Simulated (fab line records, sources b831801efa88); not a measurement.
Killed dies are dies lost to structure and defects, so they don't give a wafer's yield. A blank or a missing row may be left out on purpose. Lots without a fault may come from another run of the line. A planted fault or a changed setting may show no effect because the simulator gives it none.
One fault seen from 2 desks | flow sfq_line | each desk has only its own numbers; what lay behind them comes last

THE METROLOGY DESK
What the gauges read, lot by lot, whatever tool the lot ran on: means of the sampled wafers that have a number. A lot is out of limits, marked OUT, if its mean lies more than 4 standard deviations from the usual mean; the brackets give that distance.
Columns: A = M4_NB_RS at SFQ_M4_RS_MEAS_924, usual 0.923 ohm/sq; B = M4_OVL at SFQ_M4_OVL_MEAS_926, usual 2 nm
lot  | first seen here | A     | B
L657 | day 50 18:05    | 0.944 | 1
L659 | day 50 22:18    | 0.908 | 4
L660 | day 51 04:19    | 0.915 | -2
L663 | day 51 18:20    | 0.917 | 3
L664 | day 52 00:24    | 0.937 | 5
L666 | day 52 17:43    | 0.924 | -5
This desk's finding: nothing out of limits on any of the 6 lots.

THE TOOL OWNER'S DESK: rie_metal-01
The tool's own readings at SFQ_TRILAYER_M4_BARC_OPEN_METAL_ETCH_123 (etches BARC in O2, target depth 125 nm, time 41.7 s): means of the sampled wafers that have a number, for each lot that ran on this tool. A lot is out of limits, marked OUT, if its mean lies more than 4 standard deviations from the usual mean; the brackets give that distance.
Columns: A = drypump_motor_current_A at SFQ_TRILAYER_M4_BARC_OPEN_METAL_ETCH_123, usual 5.7 A; B = oes_product_au at SFQ_TRILAYER_M4_BARC_OPEN_METAL_ETCH_123, usual 0.685 a.u.; C = run_length_s at SFQ_TRILAYER_M4_BARC_OPEN_METAL_ETCH_123, usual 70.3 s
lot  | first seen here | A   | B                | C
L657 | day 55 07:34    | 6.1 | 0.686            | 70.0
L659 | day 55 12:22    | 6.1 | 0.706 (+4.5) OUT | 68.2
L660 | day 55 18:22    | 6.1 | 0.706 (+4.5) OUT | 71.1
This desk's finding: out of limits on L659, L660; first on L659, day 55 12:22 (oes_product_au at SFQ_TRILAYER_M4_BARC_OPEN_METAL_ETCH_123). In limits: L657.

PUT TOGETHER
The tool owner's desk could have raised an alarm at day 55 12:22, on L659, L660.
The metrology desk saw nothing out of limits.
The metrology desk has L659, L660 on record, within its limits.
Of the lots named, all ran SFQ_TRILAYER_M4_BARC_OPEN_METAL_ETCH_123 on rie_metal-01.

WHAT THE SIMULATOR HAD PUT IN
Process parameter drift: rie_metal-01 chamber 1, from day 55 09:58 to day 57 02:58, at SFQ_TRILAYER_M4_BARC_OPEN_METAL_ETCH_123. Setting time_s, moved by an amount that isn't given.
Lots struck among those shown: L659, L660.
Hours from the fault's start to each desk's first reading out of limits: the tool owner's desk, 2.
